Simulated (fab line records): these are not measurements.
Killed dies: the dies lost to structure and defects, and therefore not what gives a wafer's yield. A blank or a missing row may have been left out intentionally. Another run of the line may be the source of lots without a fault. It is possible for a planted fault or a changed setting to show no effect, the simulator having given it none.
What tool caused it? / flow sky130 / 24 lots with 72 wafers sampled at 5 steps, on a route of 708 steps

WHAT THE GAUGES SHOWED, per wafer
SKY_METAL3_CD_MEAS_13 targets a cd of 300 nm. Usual: cd_nm reads 299.5 nm (standard deviation 1.5).
lot=L074; measured=day 38 09:54; on=cd_sem-02; cd_nm (nm)=300.1 299.7 299.9; flag=
lot=L075; measured=day 38 16:29; on=cd_sem-02; cd_nm (nm)=297.9 297.4 298.3; flag=
lot=L076; measured=day 39 01:59; on=cd_sem-01; cd_nm (nm)=300.0 299.7 299.4; flag=
lot=L077; measured=day 39 08:10; on=cd_sem-01; cd_nm (nm)=300.6 300.4 299.8; flag=
lot=L078; measured=day 39 18:01; on=cd_sem-02; cd_nm (nm)=303.7 301.7 301.9; flag=
lot=L079; measured=day 40 07:59; on=cd_sem-01; cd_nm (nm)=299.5 300.1 298.4; flag=
lot=L080; measured=day 40 18:05; on=cd_sem-02; cd_nm (nm)=299.1 298.7 299.7; flag=
lot=L081; measured=day 40 20:31; on=cd_sem-01; cd_nm (nm)=299.5 299.6 300.6; flag=
lot=L082; measured=day 40 23:12; on=cd_sem-02; cd_nm (nm)=296.8 297.0 297.1; flag=
lot=L083; measured=day 40 23:33; on=cd_sem-02; cd_nm (nm)=299.7 299.4 299.8; flag=
lot=L084; measured=day 41 05:05; on=cd_sem-01; cd_nm (nm)=298.5 298.2 299.4; flag=
lot=L085; measured=day 41 13:17; on=cd_sem-01; cd_nm (nm)=299.1 300.2 298.9; flag=
lot=L086; measured=day 41 20:37; on=cd_sem-01; cd_nm (nm)=298.6 298.6 298.8; flag=
lot=L087; measured=day 42 02:28; on=cd_sem-02; cd_nm (nm)=299.0 298.4 299.6; flag=
lot=L088; measured=day 42 09:04; on=cd_sem-02; cd_nm (nm)=296.9 298.1 296.6; flag=
lot=L089; measured=day 42 14:40; on=cd_sem-01; cd_nm (nm)=300.2 301.8 300.3; flag=
lot=L090; measured=day 44 00:36; on=cd_sem-01; cd_nm (nm)=301.5 301.0 302.8; flag=
lot=L092; measured=day 44 02:05; on=cd_sem-02; cd_nm (nm)=298.6 299.1 299.6; flag=
lot=L091; measured=day 44 03:01; on=cd_sem-02; cd_nm (nm)=298.2 298.8 298.7; flag=
lot=L093; measured=day 44 03:10; on=cd_sem-02; cd_nm (nm)=298.6 298.9 300.7; flag=
lot=L094; measured=day 44 06:42; on=cd_sem-01; cd_nm (nm)=301.2 301.4 300.6; flag=
lot=L095; measured=day 44 11:16; on=cd_sem-02; cd_nm (nm)=297.7 299.9 298.7; flag=
lot=L096; measured=day 44 14:50; on=cd_sem-02; cd_nm (nm)=300.6 300.7 298.4; flag=
lot=L097; measured=day 44 21:16; on=cd_sem-02; cd_nm (nm)=297.9 297.8 299.3; flag=

SKY_VIA3_RS_MEAS_22: uses a four-point probe to measure. Usual: for VIA3_W_RS the level is 0.291 ohm/sq and the standard deviation is 0.0053.
lot=L074; measured=day 39 13:37; on=film_metro-04; VIA3_W_RS (ohm/sq)=0.296 0.286 0.299; flag=
lot=L075; measured=day 39 19:26; on=film_metro-01; VIA3_W_RS (ohm/sq)=0.296 0.298 0.293; flag=
lot=L076; measured=day 40 05:46; on=film_metro-01; VIA3_W_RS (ohm/sq)=0.286 0.292 0.292; flag=
lot=L077; measured=day 40 12:16; on=film_metro-01; VIA3_W_RS (ohm/sq)=0.282 0.288 0.291; flag=
lot=L078; measured=day 40 21:19; on=film_metro-01; VIA3_W_RS (ohm/sq)=0.296 0.287 0.295; flag=
lot=L079; measured=day 41 11:07; on=film_metro-04; VIA3_W_RS (ohm/sq)=0.287 0.294 0.293; flag=
lot=L080; measured=day 41 21:31; on=film_metro-04; VIA3_W_RS (ohm/sq)=0.292 0.280 0.294; flag=
lot=L081; measured=day 41 23:11; on=film_metro-02; VIA3_W_RS (ohm/sq)=0.295 0.295 0.294; flag=
lot=L082; measured=day 42 02:35; on=film_metro-04; VIA3_W_RS (ohm/sq)=0.294 0.293 0.296; flag=
lot=L083; measured=day 42 02:40; on=film_metro-01; VIA3_W_RS (ohm/sq)=0.284 0.294 0.281; flag=
lot=L084; measured=day 42 07:44; on=film_metro-04; VIA3_W_RS (ohm/sq)=0.292 0.292 0.289; flag=
lot=L085; measured=day 42 15:25; on=film_metro-04; VIA3_W_RS (ohm/sq)=0.292 0.294 0.287; flag=
lot=L086; measured=day 42 22:27; on=film_metro-02; VIA3_W_RS (ohm/sq)=0.296 0.293 0.295; flag=
lot=L087; measured=day 43 03:45; on=film_metro-02; VIA3_W_RS (ohm/sq)=0.294 0.282 0.288; flag=
lot=L088; measured=day 43 10:15; on=film_metro-01; VIA3_W_RS (ohm/sq)=0.294 0.295 0.292; flag=
lot=L089; measured=day 43 16:21; on=film_metro-01; VIA3_W_RS (ohm/sq)=0.290 0.279 0.282; flag=
lot=L090; measured=day 45 01:56; on=film_metro-02; VIA3_W_RS (ohm/sq)=0.282 0.292 0.292; flag=
lot=L092; measured=day 45 03:25; on=film_metro-01; VIA3_W_RS (ohm/sq)=0.288 0.277 0.285; flag=
lot=L091; measured=day 45 03:31; on=film_metro-02; VIA3_W_RS (ohm/sq)=0.295 0.295 0.296; flag=
lot=L093; measured=day 45 04:13; on=film_metro-01; VIA3_W_RS (ohm/sq)=0.295 0.295 0.294; flag=
lot=L094; measured=day 45 06:37; on=film_metro-02; VIA3_W_RS (ohm/sq)=0.292 0.291 0.283; flag=
lot=L095; measured=day 45 12:24; on=film_metro-02; VIA3_W_RS (ohm/sq)=0.292 0.298 0.291; flag=
lot=L096; measured=day 45 15:10; on=film_metro-04; VIA3_W_RS (ohm/sq)=0.291 0.290 0.282; flag=
lot=L097; measured=day 45 21:08; on=film_metro-02; VIA3_W_RS (ohm/sq)=0.296 0.296 0.297; flag=

SKY_METAL5_THK_MEAS_06: measures by xrf. Usual: for METAL5_ALCU_THK the level is 1170 nm and the standard deviation is 15.
lot=L074; measured=day 42 19:01; on=film_metro-04; METAL5_ALCU_THK (nm)=1182 1176 1163; flag=
lot=L075; measured=day 43 00:43; on=film_metro-04; METAL5_ALCU_THK (nm)=1147 1144 1142; flag=
lot=L076; measured=day 43 08:58; on=film_metro-01; METAL5_ALCU_THK (nm)=1196 1171 1179; flag=
lot=L077; measured=day 43 16:01; on=film_metro-01; METAL5_ALCU_THK (nm)=1183 1182 1196; flag=
lot=L078; measured=day 43 22:50; on=film_metro-01; METAL5_ALCU_THK (nm)=1166 1153 1148; flag=
lot=L079; measured=day 44 12:56; on=film_metro-04; METAL5_ALCU_THK (nm)=1186 1182 1182; flag=
lot=L080; measured=day 44 21:26; on=film_metro-01; METAL5_ALCU_THK (nm)=1185 1156 1171; flag=
lot=L081; measured=day 44 23:52; on=film_metro-01; METAL5_ALCU_THK (nm)=1169 1165 1157; flag=
lot=L082; measured=day 45 03:09; on=film_metro-04; METAL5_ALCU_THK (nm)=1187 1174 1166; flag=
lot=L083; measured=day 45 03:45; on=film_metro-03; METAL5_ALCU_THK (nm)=1161 1152 1172; flag=
lot=L084; measured=day 45 06:15; on=film_metro-04; METAL5_ALCU_THK (nm)=1170 1167 1164; flag=
lot=L085; measured=day 45 14:18; on=film_metro-04; METAL5_ALCU_THK (nm)=1169 1161 1154; flag=
lot=L086; measured=day 45 19:47; on=film_metro-03; METAL5_ALCU_THK (nm)=1154 1168 1156; flag=
lot=L087; measured=day 46 01:30; on=film_metro-03; METAL5_ALCU_THK (nm)=1147 1158 1165; flag=
lot=L088; measured=day 46 08:41; on=film_metro-04; METAL5_ALCU_THK (nm)=1164 1165 1162; flag=
lot=L089; measured=day 46 13:17; on=film_metro-01; METAL5_ALCU_THK (nm)=1176 1188 1182; flag=
lot=L090; measured=day 47 19:28; on=film_metro-01; METAL5_ALCU_THK (nm)=1135 1184 1165; flag=
lot=L092; measured=day 47 20:16; on=film_metro-01; METAL5_ALCU_THK (nm)=1177 1170 1151; flag=
lot=L091; measured=day 47 21:48; on=film_metro-03; METAL5_ALCU_THK (nm)=1176 1180 1197; flag=
lot=L093; measured=day 47 22:04; on=film_metro-04; METAL5_ALCU_THK (nm)=1180 1159 1169; flag=
lot=L094; measured=day 48 00:22; on=film_metro-03; METAL5_ALCU_THK (nm)=1187 1195 1187; flag=
lot=L095; measured=day 48 07:14; on=film_metro-01; METAL5_ALCU_THK (nm)=1187 1207 1188; flag=
lot=L096; measured=day 48 07:55; on=film_metro-01; METAL5_ALCU_THK (nm)=1184 1146 1205; flag=
lot=L097; measured=day 48 13:15; on=film_metro-03; METAL5_ALCU_THK (nm)=1176 1171 1178; flag=

WHAT TOOL EACH LOT RAN ON (gives the tool, then ch and the chambers of the sampled wafers, and finally the start)
lot=L074; SKY_METAL3_DESCUM_15=rie_metal-02 ch 0,1, day 38 10:04; SKY_METAL3_METAL_ETCH_18=rie_metal-04 ch 0, day 38 10:13
lot=L075; SKY_METAL3_DESCUM_15=rie_metal-04 ch 0, day 38 16:37; SKY_METAL3_METAL_ETCH_18=rie_metal-02 ch 0,1, day 38 16:46
lot=L076; SKY_METAL3_DESCUM_15=rie_metal-01 ch 0,1, day 39 02:07; SKY_METAL3_METAL_ETCH_18=rie_metal-02 ch 0,1, day 39 02:19
lot=L077; SKY_METAL3_DESCUM_15=rie_metal-02 ch 0,1, day 39 08:17; SKY_METAL3_METAL_ETCH_18=rie_metal-04 ch 0,1, day 39 08:29
lot=L078; SKY_METAL3_DESCUM_15=rie_metal-02 ch 0,1, day 39 18:11; SKY_METAL3_METAL_ETCH_18=rie_metal-04 ch 0,1, day 39 18:20
lot=L079; SKY_METAL3_DESCUM_15=rie_metal-04 ch 0,1, day 40 08:08; SKY_METAL3_METAL_ETCH_18=rie_metal-01 ch 0,1, day 40 08:17
lot=L080; SKY_METAL3_DESCUM_15=rie_metal-01 ch 0, day 40 18:14; SKY_METAL3_METAL_ETCH_18=rie_metal-02 ch 0,1, day 40 18:23
lot=L081; SKY_METAL3_DESCUM_15=rie_metal-01 ch 0,1, day 40 20:38; SKY_METAL3_METAL_ETCH_18=rie_metal-04 ch 0,1, day 40 20:50
lot=L082; SKY_METAL3_DESCUM_15=rie_metal-04 ch 0,1, day 40 23:22; SKY_METAL3_METAL_ETCH_18=rie_metal-02 ch 1, day 40 23:31
lot=L083; SKY_METAL3_DESCUM_15=rie_metal-01 ch 0,1, day 40 23:43; SKY_METAL3_METAL_ETCH_18=rie_metal-04 ch 0,1, day 40 23:52
lot=L084; SKY_METAL3_DESCUM_15=rie_metal-04 ch 0,1, day 41 05:13; SKY_METAL3_METAL_ETCH_18=rie_metal-02 ch 0,1, day 41 05:22
lot=L085; SKY_METAL3_DESCUM_15=rie_metal-01 ch 0,1, day 41 13:25; SKY_METAL3_METAL_ETCH_18=rie_metal-02 ch 0,1, day 41 13:38
lot=L086; SKY_METAL3_DESCUM_15=rie_metal-04 ch 0,1, day 41 20:45; SKY_METAL3_METAL_ETCH_18=rie_metal-01 ch 0,1, day 41 20:58
lot=L087; SKY_METAL3_DESCUM_15=rie_metal-01 ch 0,1, day 42 02:38; SKY_METAL3_METAL_ETCH_18=rie_metal-04 ch 0,1, day 42 02:47
lot=L088; SKY_METAL3_DESCUM_15=rie_metal-02 ch 1, day 42 09:14; SKY_METAL3_METAL_ETCH_18=rie_metal-01 ch 0,1, day 42 09:31
lot=L089; SKY_METAL3_DESCUM_15=rie_metal-04 ch 1, day 42 14:49; SKY_METAL3_METAL_ETCH_18=rie_metal-02 ch 1, day 42 15:06
lot=L090; SKY_METAL3_DESCUM_15=rie_metal-01 ch 0,1, day 44 00:46; SKY_METAL3_METAL_ETCH_18=rie_metal-02 ch 0,1, day 44 00:55
lot=L092; SKY_METAL3_DESCUM_15=rie_metal-04 ch 0,1, day 44 02:11; SKY_METAL3_METAL_ETCH_18=rie_metal-02 ch 0,1, day 44 02:23
lot=L091; SKY_METAL3_DESCUM_15=rie_metal-01 ch 0,1, day 44 03:10; SKY_METAL3_METAL_ETCH_18=rie_metal-01 ch 0,1, day 44 03:19
lot=L093; SKY_METAL3_DESCUM_15=rie_metal-04 ch 0,1, day 44 03:19; SKY_METAL3_METAL_ETCH_18=rie_metal-04 ch 0,1, day 44 03:28
lot=L094; SKY_METAL3_DESCUM_15=rie_metal-04 ch 0, day 44 06:52; SKY_METAL3_METAL_ETCH_18=rie_metal-02 ch 0, day 44 07:01
lot=L095; SKY_METAL3_DESCUM_15=rie_metal-04 ch 0,1, day 44 11:23; SKY_METAL3_METAL_ETCH_18=rie_metal-02 ch 0,1, day 44 11:35
lot=L096; SKY_METAL3_DESCUM_15=rie_metal-04 ch 0,1, day 44 14:56; SKY_METAL3_METAL_ETCH_18=rie_metal-01 ch 0,1, day 44 15:08
lot=L097; SKY_METAL3_DESCUM_15=rie_metal-02 ch 0,1, day 44 21:25; SKY_METAL3_METAL_ETCH_18=rie_metal-01 ch 0,1, day 44 21:34
- SKY_METAL3_DESCUM_15: chemistry O2, time 8 s.
- SKY_METAL3_METAL_ETCH_18: etches the open film in Cl2/BCl3, stops on SiO2, target depth 845 nm, time 183.1 s.

AS READ BY THE TOOLS THEMSELVES (means over the sampled wafers that have a number; for cases with no such wafer, the mark the record gives instead)
SKY_METAL3_DESCUM_15. Usual: chamber_pressure_mTorr 10.001 mTorr, standard deviation 0.0096; drypump_motor_current_A 5.9 A, standard deviation 0.34; oes_product_au 0.991 a.u., standard deviation 0.0083.
lot=L074; tool=rie_metal-02; chamber_pressure_mTorr (mTorr)=10.002; drypump_motor_current_A (A)=6.2; oes_product_au (a.u.)=0.994; flag=
lot=L075; tool=rie_metal-04; chamber_pressure_mTorr (mTorr)=10.000; drypump_motor_current_A (A)=6.0; oes_product_au (a.u.)=0.991; flag=
lot=L076; tool=rie_metal-01; chamber_pressure_mTorr (mTorr)=10.003; drypump_motor_current_A (A)=5.7; oes_product_au (a.u.)=1.000; flag=
lot=L077; tool=rie_metal-02; chamber_pressure_mTorr (mTorr)=9.996; drypump_motor_current_A (A)=6.1; oes_product_au (a.u.)=0.986; flag=
lot=L078; tool=rie_metal-02; chamber_pressure_mTorr (mTorr)=10.001; drypump_motor_current_A (A)=6.2; oes_product_au (a.u.)=0.992; flag=
lot=L079; tool=rie_metal-04; chamber_pressure_mTorr (mTorr)=9.996; drypump_motor_current_A (A)=6.0; oes_product_au (a.u.)=0.987; flag=
lot=L080; tool=rie_metal-01; chamber_pressure_mTorr (mTorr)=9.995; drypump_motor_current_A (A)=5.1; oes_product_au (a.u.)=1.009; flag=
lot=L081; tool=rie_metal-01; chamber_pressure_mTorr (mTorr)=10.008; drypump_motor_current_A (A)=5.7; oes_product_au (a.u.)=0.996; flag=
lot=L082; tool=rie_metal-04; chamber_pressure_mTorr (mTorr)=9.995; drypump_motor_current_A (A)=5.9; oes_product_au (a.u.)=0.995; flag=
lot=L083; tool=rie_metal-01; chamber_pressure_mTorr (mTorr)=10.001; drypump_motor_current_A (A)=5.7; oes_product_au (a.u.)=0.999; flag=
lot=L084; tool=rie_metal-04; chamber_pressure_mTorr (mTorr)=10.000; drypump_motor_current_A (A)=5.9; oes_product_au (a.u.)=0.994; flag=
lot=L085; tool=rie_metal-01; chamber_pressure_mTorr (mTorr)=9.996; drypump_motor_current_A (A)=5.7; oes_product_au (a.u.)=1.001; flag=
lot=L086; tool=rie_metal-04; chamber_pressure_mTorr (mTorr)=10.008; drypump_motor_current_A (A)=6.0; oes_product_au (a.u.)=0.990; flag=
lot=L087; tool=rie_metal-01; chamber_pressure_mTorr (mTorr)=9.991; drypump_motor_current_A (A)=5.4; oes_product_au (a.u.)=0.999; flag=
lot=L088; tool=rie_metal-02; chamber_pressure_mTorr (mTorr)=9.993; drypump_motor_current_A (A)=6.0; oes_product_au (a.u.)=0.980; flag=
lot=L089; tool=rie_metal-04; chamber_pressure_mTorr (mTorr)=10.004; drypump_motor_current_A (A)=5.9; oes_product_au (a.u.)=0.994; flag=
lot=L090; tool=rie_metal-01; chamber_pressure_mTorr (mTorr)=9.990; drypump_motor_current_A (A)=5.7; oes_product_au (a.u.)=0.988; flag=
lot=L092; tool=rie_metal-04; chamber_pressure_mTorr (mTorr)=9.995; drypump_motor_current_A (A)=5.9; oes_product_au (a.u.)=0.987; flag=
lot=L091; tool=rie_metal-01; chamber_pressure_mTorr (mTorr)=10.010; drypump_motor_current_A (A)=5.4; oes_product_au (a.u.)=0.997; flag=
lot=L093; tool=rie_metal-04; chamber_pressure_mTorr (mTorr)=9.995; drypump_motor_current_A (A)=6.0; oes_product_au (a.u.)=0.992; flag=
lot=L094; tool=rie_metal-04; chamber_pressure_mTorr (mTorr)=9.998; drypump_motor_current_A (A)=6.0; oes_product_au (a.u.)=0.984; flag=
lot=L095; tool=rie_metal-04; chamber_pressure_mTorr (mTorr)=10.007; drypump_motor_current_A (A)=5.9; oes_product_au (a.u.)=0.982; flag=
lot=L096; tool=rie_metal-04; chamber_pressure_mTorr (mTorr)=10.005; drypump_motor_current_A (A)=5.9; oes_product_au (a.u.)=0.991; flag=
lot=L097; tool=rie_metal-02; chamber_pressure_mTorr (mTorr)=9.995; drypump_motor_current_A (A)=6.1; oes_product_au (a.u.)=0.984; flag=

SKY_METAL3_METAL_ETCH_18. Usual: chamber_pressure_mTorr 10.000 mTorr, standard deviation 0.01; drypump_motor_current_A 5.9 A, standard deviation 0.33; oes_product_au 0.867 a.u., standard deviation 0.0058; throttle_valve_pct 22.264 %, standard deviation 0.0092.
lot=L074; tool=rie_metal-04; chamber_pressure_mTorr (mTorr)=9.998; drypump_motor_current_A (A)=6.0; oes_product_au (a.u.)=0.875; throttle_valve_pct (%)=22.268; flag=
lot=L075; tool=rie_metal-02; chamber_pressure_mTorr (mTorr)=9.987; drypump_motor_current_A (A)=6.2; oes_product_au (a.u.)=0.873; throttle_valve_pct (%)=22.271; flag=
lot=L076; tool=rie_metal-02; chamber_pressure_mTorr (mTorr)=10.002; drypump_motor_current_A (A)=6.2; oes_product_au (a.u.)=0.876; throttle_valve_pct (%)=22.273; flag=
lot=L077; tool=rie_metal-04; chamber_pressure_mTorr (mTorr)=10.002; drypump_motor_current_A (A)=5.9; oes_product_au (a.u.)=0.862; throttle_valve_pct (%)=22.269; flag=
lot=L078; tool=rie_metal-04; chamber_pressure_mTorr (mTorr)=9.997; drypump_motor_current_A (A)=5.9; oes_product_au (a.u.)=0.865; throttle_valve_pct (%)=22.264; flag=
lot=L079; tool=rie_metal-01; chamber_pressure_mTorr (mTorr)=9.988; drypump_motor_current_A (A)=5.7; oes_product_au (a.u.)=0.861; throttle_valve_pct (%)=22.259; flag=
lot=L080; tool=rie_metal-02; chamber_pressure_mTorr (mTorr)=10.005; drypump_motor_current_A (A)=6.1; oes_product_au (a.u.)=0.868; throttle_valve_pct (%)=22.263; flag=
lot=L081; tool=rie_metal-04; chamber_pressure_mTorr (mTorr)=10.002; drypump_motor_current_A (A)=5.9; oes_product_au (a.u.)=0.867; throttle_valve_pct (%)=22.273; flag=
lot=L082; tool=rie_metal-02; chamber_pressure_mTorr (mTorr)=10.003; drypump_motor_current_A (A)=6.0; oes_product_au (a.u.)=0.868; throttle_valve_pct (%)=22.264; flag=
lot=L083; tool=rie_metal-04; chamber_pressure_mTorr (mTorr)=10.000; drypump_motor_current_A (A)=5.9; oes_product_au (a.u.)=0.867; throttle_valve_pct (%)=22.265; flag=
lot=L084; tool=rie_metal-02; chamber_pressure_mTorr (mTorr)=9.999; drypump_motor_current_A (A)=6.1; oes_product_au (a.u.)=0.865; throttle_valve_pct (%)=22.276; flag=
lot=L085; tool=rie_metal-02; chamber_pressure_mTorr (mTorr)=10.006; drypump_motor_current_A (A)=6.2; oes_product_au (a.u.)=0.874; throttle_valve_pct (%)=22.265; flag=
lot=L086; tool=rie_metal-01; chamber_pressure_mTorr (mTorr)=10.004; drypump_motor_current_A (A)=5.7; oes_product_au (a.u.)=0.868; throttle_valve_pct (%)=22.272; flag=
lot=L087; tool=rie_metal-04; chamber_pressure_mTorr (mTorr)=10.001; drypump_motor_current_A (A)=5.9; oes_product_au (a.u.)=0.861; throttle_valve_pct (%)=22.258; flag=
lot=L088; tool=rie_metal-01; chamber_pressure_mTorr (mTorr)=9.990; drypump_motor_current_A (A)=5.4; oes_product_au (a.u.)=0.868; throttle_valve_pct (%)=22.258; flag=
lot=L089; tool=rie_metal-02; chamber_pressure_mTorr (mTorr)=9.994; drypump_motor_current_A (A)=6.0; oes_product_au (a.u.)=0.867; throttle_valve_pct (%)=22.257; flag=
lot=L090; tool=rie_metal-02; chamber_pressure_mTorr (mTorr)=10.002; drypump_motor_current_A (A)=6.2; oes_product_au (a.u.)=0.862; throttle_valve_pct (%)=22.262; flag=
lot=L092; tool=rie_metal-02; chamber_pressure_mTorr (mTorr)=10.013; drypump_motor_current_A (A)=6.1; oes_product_au (a.u.)=0.865; throttle_valve_pct (%)=22.266; flag=
lot=L091; tool=rie_metal-01; chamber_pressure_mTorr (mTorr)=10.002; drypump_motor_current_A (A)=5.7; oes_product_au (a.u.)=0.868; throttle_valve_pct (%)=22.260; flag=
lot=L093; tool=rie_metal-04; chamber_pressure_mTorr (mTorr)=10.003; drypump_motor_current_A (A)=6.0; oes_product_au (a.u.)=0.869; throttle_valve_pct (%)=22.260; flag=
lot=L094; tool=rie_metal-02; chamber_pressure_mTorr (mTorr)=9.999; drypump_motor_current_A (A)=6.3; oes_product_au (a.u.)=0.864; throttle_valve_pct (%)=22.263; flag=
lot=L095; tool=rie_metal-02; chamber_pressure_mTorr (mTorr)=10.001; drypump_motor_current_A (A)=6.1; oes_product_au (a.u.)=0.862; throttle_valve_pct (%)=22.259; flag=
lot=L096; tool=rie_metal-01; chamber_pressure_mTorr (mTorr)=10.007; drypump_motor_current_A (A)=5.4; oes_product_au (a.u.)=0.870; throttle_valve_pct (%)=22.265; flag=
lot=L097; tool=rie_metal-01; chamber_pressure_mTorr (mTorr)=9.997; drypump_motor_current_A (A)=5.4; oes_product_au (a.u.)=0.870; throttle_valve_pct (%)=22.259; flag=

THE ANSWER, worked out from the rows above alone
Rule: take the mean of a lot's wafers that have a number; if it is more than 3 standard deviations from the usual mean, the lot is off. Also off: a lot with no number at a reading for which 4 or more lots have one. Any other lot the step has rows for is counted as sound. Order of review: gauges by route order, followed by the tools' own readings, for which a lot's mean as printed above is used. The first step at which some lot is off is used, and at that step the reading that is off furthest; a lot without a number counts as furthest.
None of the lots is off at any reading shown; this tells nothing.

WHAT WAS PUT IN BY THE SIMULATOR
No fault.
